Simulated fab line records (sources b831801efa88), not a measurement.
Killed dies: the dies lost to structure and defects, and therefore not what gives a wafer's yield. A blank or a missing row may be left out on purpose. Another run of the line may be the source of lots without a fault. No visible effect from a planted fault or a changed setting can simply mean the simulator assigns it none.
Chamber matching | flow sky130 | 4 sister chambers for SKY_VIA3_ETCH_15 on rie-diel-04
The step etches SiO2 in C4F8/O2/Ar, stops on TiN, target depth 507 nm, time 78 s. 7 wafers are shown with their chamber, then 7 later ones without.

## EACH WAFER AND ITS CHAMBER
wafer  | chamber | oes-product-au (a.u.)
L590.1 | 1       | 0.940
L590.5 | 0       | 0.944
L592.2 | 3       | 0.945
L592.5 | 3       | 0.944
L592.6 | 0       | 0.954
L598.1 | 2       | 0.931
L598.2 | 1       | 0.938

## WAFERS MISSING THEIR CHAMBER
wafer  | oes-product-au (a.u.)
L598.3 | 0.946
L599.3 | 0.944
L599.5 | 0.953
L599.6 | 0.942
L602.2 | 0.941
L602.4 | 0.950
L602.5 | 0.947

## WHICH CHAMBER EACH ONE RAN IN
wafer  | from the rows above               | in truth
L598.3 | can't be placed: 3 or 0 or 1      | 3
L599.3 | can't be placed: 3 or 0 or 1      | 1
L599.5 | can't be placed: 0 or 3           | 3
L599.6 | can't be placed: 3 or 1 or 0      | 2
L602.2 | can't be placed: 1 or 3 or 0 or 2 | 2
L602.4 | can't be placed: 0 or 3           | 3
L602.5 | can't be placed: 0 or 3 or 1      | 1
Placed correctly: 0 of 7. Cannot be placed on the basis of these rows: 7; the candidates contain the true chamber in 6. Placed wrongly: 0.
How it was worked out, from the rows above alone: a wafer's distance from a chamber is the root of the sum, over the readings, of the square of ((its reading less the chamber's mean) divided by the reading's scatter). The wafer belongs to the nearest chamber; if the next one is less than 2 further off, it can't be placed. Each chamber's mean is taken over the wafers shown for it. The scatter is the square root of a quotient: the sum, over the shown wafers, of each reading's squared deviation from its chamber's mean, divided by wafers minus chambers.
